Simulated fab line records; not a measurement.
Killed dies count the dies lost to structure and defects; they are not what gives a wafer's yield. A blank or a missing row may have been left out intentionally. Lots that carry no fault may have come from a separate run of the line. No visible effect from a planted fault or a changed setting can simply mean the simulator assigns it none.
The tool behind it: which one?	flow sky130	11 lots (33 wafers sampled), 1 step of a 708-step route

WHAT THE GAUGES SHOWED, per wafer
SKY_CAP2M_THK_MEAS_04: measures by xrf. Usual: CAP2M_TIN_THK typically reads 199.1 nm, with standard deviation 2.3.
lot	measured	on	CAP2M_TIN_THK (nm)	flag
L942	day 40 05:48	film metro-02	199.4 199.5 199.3	
L945	day 40 23:43	film metro-02	204.0 202.9 202.6	
L944	day 41 01:23	film metro-02	198.0 199.9 196.0	
L948	day 41 19:30	film metro-01	196.3 196.0 195.3	
L949	day 42 01:16	film metro-02	197.4 196.7 195.8	
L950	day 42 08:51	film metro-03	198.2 193.2 193.9	
L952	day 43 03:01	film metro-01	196.2 197.7 198.7	
L953	day 43 09:08	film metro-02	197.1 197.5 197.4	
L954	day 43 18:22	film metro-01	196.0 200.0 199.9	
L960	day 45 06:08	film metro-02	197.3 202.0 202.4	
L961	day 45 10:14	film metro-01	200.8 203.1 203.0	

WHAT TOOL EACH LOT RAN ON (gives the tool, then ch and the chambers of the sampled wafers, and finally the start)
Record: no process step prior to these readings.

WHAT THE TOOLS THEMSELVES READ (means of the sampled wafers that have a number; where no wafer has one, the mark that the record gives instead)
The record holds no such reading with a usual standard deviation.

THE ANSWER, worked out from the rows above alone
Rule: a lot counts as off when the mean over its wafers that have a number is more than 3 standard deviations away from the usual mean. Also off: a lot with no number at a reading for which 4 or more lots have one. All remaining lots with rows at the step are treated as sound. First the gauges in route order, then the tools' own readings, where a lot's mean is used as printed above. At the first step where some lot is off, the reading lying furthest off is the one used; lots without a number count as furthest.
None of the lots is off at any reading shown; this tells nothing.

WHAT HAD BEEN PUT IN BY THE SIMULATOR
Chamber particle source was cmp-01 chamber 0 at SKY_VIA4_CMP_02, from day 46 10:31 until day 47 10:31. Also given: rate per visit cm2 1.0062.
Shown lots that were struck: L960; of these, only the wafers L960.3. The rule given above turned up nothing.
